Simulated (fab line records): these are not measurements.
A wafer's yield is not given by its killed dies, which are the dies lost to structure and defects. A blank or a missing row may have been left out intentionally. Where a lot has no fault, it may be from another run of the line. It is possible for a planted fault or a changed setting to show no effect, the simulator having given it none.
One fault seen from 2 desks || flow gf180mcu || what lay behind the numbers comes last; until then each desk has only its own

== METROLOGY DESK ==
Lot by lot, what the gauges showed, no matter which tool ran the lot: averages of those sampled wafers that carry a number. If a lot's mean is further than 4 standard deviations from the usual mean, the lot is out of limits and carries the mark OUT (the distance appears in the brackets).
Columns: A = POLY_GATE_OXIDATION_THK at GF_POLY_GATE_THK_MEAS_17, usual 4.00 nm; B = cd_nm at GF_HV_LDD_CD_MEAS_07, usual 400.4 nm; C = HV_LDD_2_TW at GF_HV_LDD_TW_MEAS_23, usual 1062
{"lot": "L592", "first seen here": "day 9 09:10", "A": 3.95, "B": 402.7, "C": 1066}
{"lot": "L593", "first seen here": "day 9 19:12", "A": 3.96, "B": 400.4, "C": 1063}
{"lot": "L595", "first seen here": "day 10 08:12", "A": 4.10, "B": 402.0, "C": 1056}
{"lot": "L596", "first seen here": "day 10 14:16", "A": 4.08, "B": 400.9, "C": 1067}
{"lot": "L601", "first seen here": "day 11 23:18", "A": 3.98, "B": 396.4, "C": 1057}
{"lot": "L605", "first seen here": "day 13 07:20", "A": 4.09, "B": 397.9, "C": "972 (-16) OUT"}
{"lot": "L607", "first seen here": "day 13 16:17", "A": 3.94, "B": 400.4, "C": 1066}
{"lot": "L609", "first seen here": "day 14 06:38", "A": 4.04, "B": 402.4, "C": 1068}
{"lot": "L610", "first seen here": "day 14 21:06", "A": 4.05, "B": 400.0, "C": 1060}
{"lot": "L611", "first seen here": "day 14 23:28", "A": 4.05, "B": 397.4, "C": 1069}
{"lot": "L612", "first seen here": "day 15 08:43", "A": 3.97, "B": 400.2, "C": 1061}
{"lot": "L613", "first seen here": "day 15 09:58", "A": 4.07, "B": 397.5, "C": 1059}
{"lot": "L615", "first seen here": "day 16 10:08", "A": 3.91, "B": 402.0, "C": 1058}
Finding of this desk: L605 out of limits, first seen on L605 at day 15 01:08 (HV_LDD_2_TW at GF_HV_LDD_TW_MEAS_23). Within limits: L592, L593, L595, L596, L601, L607, L609, L610, L611, L612, L613, L615.

== THE TOOL OWNER'S DESK: implanter-02 ==
GF_HV_LDD_IMPLANT_21, tool's own readings: per-lot mean of the sampled wafers with a number, covering each lot this tool ran. If a lot's mean is further than 4 standard deviations from the usual mean, the lot is out of limits and carries the mark OUT (the distance appears in the brackets).
Columns: A = beam_on_s at GF_HV_LDD_IMPLANT_21, usual 10.01 s; B = faraday_current_uA at GF_HV_LDD_IMPLANT_21, usual 281
{"lot": "L605", "first seen here": "day 15 00:55", "A": "7.59 (-11) OUT", "B": "371 (+15) OUT"}
{"lot": "L612", "first seen here": "day 17 05:13", "A": 9.91, "B": 284}
This desk finds L605 out of limits, L605 being first, at day 15 00:55 (beam_on_s at GF_HV_LDD_IMPLANT_21). Within limits: L612.

== TAKEN TOGETHER ==
The tool owner's desk had the chance to raise an alarm at day 15 00:55 on L605.
Metrology desk: alarm possible at day 15 01:08 on L605.
Every lot named ran GF_HV_LDD_IMPLANT_21 on implanter-02.

== WHAT THE SIMULATOR HAD PUT IN ==
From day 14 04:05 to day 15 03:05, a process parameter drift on implanter-02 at GF_HV_LDD_IMPLANT_21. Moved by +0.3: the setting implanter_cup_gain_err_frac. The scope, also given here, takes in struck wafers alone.
Struck lots among those shown: L605.
Fault start to first reading out of limits, in hours, per desk: tool owner, 21; metrology, 21.
